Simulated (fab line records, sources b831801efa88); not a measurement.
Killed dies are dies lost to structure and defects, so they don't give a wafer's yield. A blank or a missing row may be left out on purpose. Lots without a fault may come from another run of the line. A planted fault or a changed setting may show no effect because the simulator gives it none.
A struck lot beside a sound one | flow sky130 | 18 steps out of a route of 708
Sound: wafers L327.1, L327.2, L327.4. Struck: wafer L330.1. (L330.3, L330.6 of the same lot were not struck and are left out.) The cause comes at the end.
At each step with rows: each side's tool, then ch and its chambers, then its first start. Under that, the readings that differ: sound wafers | struck wafers | difference of the means | sigmas: that difference in standard deviations of wafers without a fault.
alike: readings whose means differ by less than 2 such deviations, and words and numbers that are the same on both sides. not compared: withheld readings, readings that some wafer has no value for, bounds like >300 that may hide the same value, and numbers for which the record gives no deviation and whose values overlap.
The two part at a step that has a row with sigmas, a row that says differs or no value, or rows on one side only. Numbers that don't overlap but have no deviation are shown without sigmas and don't part them. A reading that every wafer of one side lacks parts them only if that side has two wafers or more.

first, 3 steps without rows for these wafers: SKY_LI_CONTACT_EXPOSE_09 (exposes mask LICM1, target cd 170 nm); SKY_LI_CONTACT_PEB_10; SKY_LI_CONTACT_DEVELOP_11 (develop time 60 s).
SKY_LI_CONTACT_CD_MEAS_12: target cd 170 nm.
  sound on cd_sem-02, day 30 05:10; struck on cd_sem-01, day 31 20:59
  alike: cd_nm
SKY_LI_CONTACT_OVL_MEAS_13:
  sound on overlay-02, day 30 05:17; struck on overlay-01, day 31 21:06
  alike: LI_CONTACT_OVL
SKY_LI_CONTACT_ETCH_14: etches BARC in N2/H2, stops on SiO2, time 45.9 s, target depth 60 nm.
  sound on rie_diel-04 ch 0,1,3, day 30 05:20; struck on rie_diel-01 ch 0, day 31 21:08
  alike: drypump_motor_current_A, oes_product_au, throttle_valve_pct
  not compared: rf_hours_counter_h
then, 1 step without rows for these wafers: SKY_LI_CONTACT_ETCH_15 (etches PSG in C4F8/O2/Ar, stops on Si, target depth 600 nm).
SKY_LI_CONTACT_STRIP_16: strips in O2/N2.
  sound on plasma_asher-03 ch 0,1, day 30 05:27; struck on plasma_asher-03 ch 0, day 31 21:16
  alike: drypump_motor_current_A, o2_flow_sccm, oes_product_au, strip_time_to_endpoint_s
  not compared: rf_hours_counter_h
then, 2 steps without rows for these wafers: SKY_LI_CONTACT_CLEAN_17 (cleans in NMP, time 600 s); SKY_LI_CONTACT_PRE_CLEAN_18 (time 5.6 s).
SKY_LI_CONTACT_SPUTTER_19: material Ti, target thk 20 nm, time 106.37 s.
  sound on pvd_sputter-01, day 30 05:47; struck on pvd_sputter-04, day 31 21:35
  alike: substrate_temp_c, throttle_valve_pct
SKY_LI_CONTACT_SPUTTER_20: material TiN, target thk 20 nm, time 80 s.
  sound on pvd_sputter-01, day 30 05:52; struck on pvd_sputter-04, day 31 21:39
  alike: throttle_valve_pct
SKY_LI_CONTACT_CVD_21: deposits W, target thk 400 nm, time 120.56 s.
  sound on cvd_w-02 ch 0,1, day 30 05:55; struck on cvd_w-01 ch 0, day 31 21:43
  reading                                  | sound             | struck | difference | sigmas
  model.W_of_LI_CONTACT_CVD_21.thk_nm (nm) | 405.9 390.5 391.1 | 172.7  | -223.1     |
  alike: heater_power_outer_w, heater_power_w
SKY_LI_CONTACT_RS_MEAS_22: measures by four-point-probe.
  sound on film_metro-04, day 30 06:02; struck on film_metro-01, day 31 21:50
  reading                  | sound             | struck | difference | sigmas
  LI_CONTACT_W_RS (ohm/sq) | 0.281 0.291 0.292 | 0.662  | +0.374     | +69
SKY_LI_CONTACT_THK_MEAS_23: measures by xrf.
  sound on film_metro-04, day 30 06:10; struck on film_metro-01, day 31 21:58
  reading               | sound       | struck | difference | sigmas
  LI_CONTACT_W_THK (nm) | 394 381 383 | 168    | -218       | -29
SKY_LI_CONTACT_CMP_24: polishes, stops on PSG, t overpolish 20 s, target thk 0 nm.
  sound on cmp-02 ch 0,2,3, day 30 06:13; struck on cmp-02 ch 0, day 31 22:01
  reading                 | sound             | struck | difference | sigmas
  edge_zone_pressure_frac | 0.984 1.006 1.003 | 1.007  | +0.009     | +2
  time_to_endpoint_s (s)  | 100 95 98         | 41     | -57        | -15
  alike: motor_current_A
SKY_LOCAL_INTERCONNECT_SPUTTER_00: material TiN, target thk 100 nm, time 83.3 s.
  sound on pvd_sputter-04, day 30 06:31; struck on pvd_sputter-02, day 31 22:19
  alike: substrate_temp_c, throttle_valve_pct
-- the record jumps here: 16 days lie between the struck wafers' starts before and after (it left off in module LOCAL_INTERCONNECT and takes up again in module PAD_OPEN, whose first step shown is number 708 of the route) --
SKY_PAD_OPEN_PROBE_99:
  sound on prober-02, day 46 11:01; struck on prober-01, day 47 15:02
  alike: killed_at_M0_to_M3, killed_at_M4_up, killed_at_contacts, killed_at_front_end, killed_at_other, killed_dies, killed_on_rim, killed_open, killed_short

WHERE THEY PART
First at SKY_LI_CONTACT_RS_MEAS_22; last, within this record, at SKY_LI_CONTACT_CMP_24. Later steps at which nothing parts them and some readings are alike: SKY_LOCAL_INTERCONNECT_SPUTTER_00, SKY_PAD_OPEN_PROBE_99.

WHY: what the simulator had put in
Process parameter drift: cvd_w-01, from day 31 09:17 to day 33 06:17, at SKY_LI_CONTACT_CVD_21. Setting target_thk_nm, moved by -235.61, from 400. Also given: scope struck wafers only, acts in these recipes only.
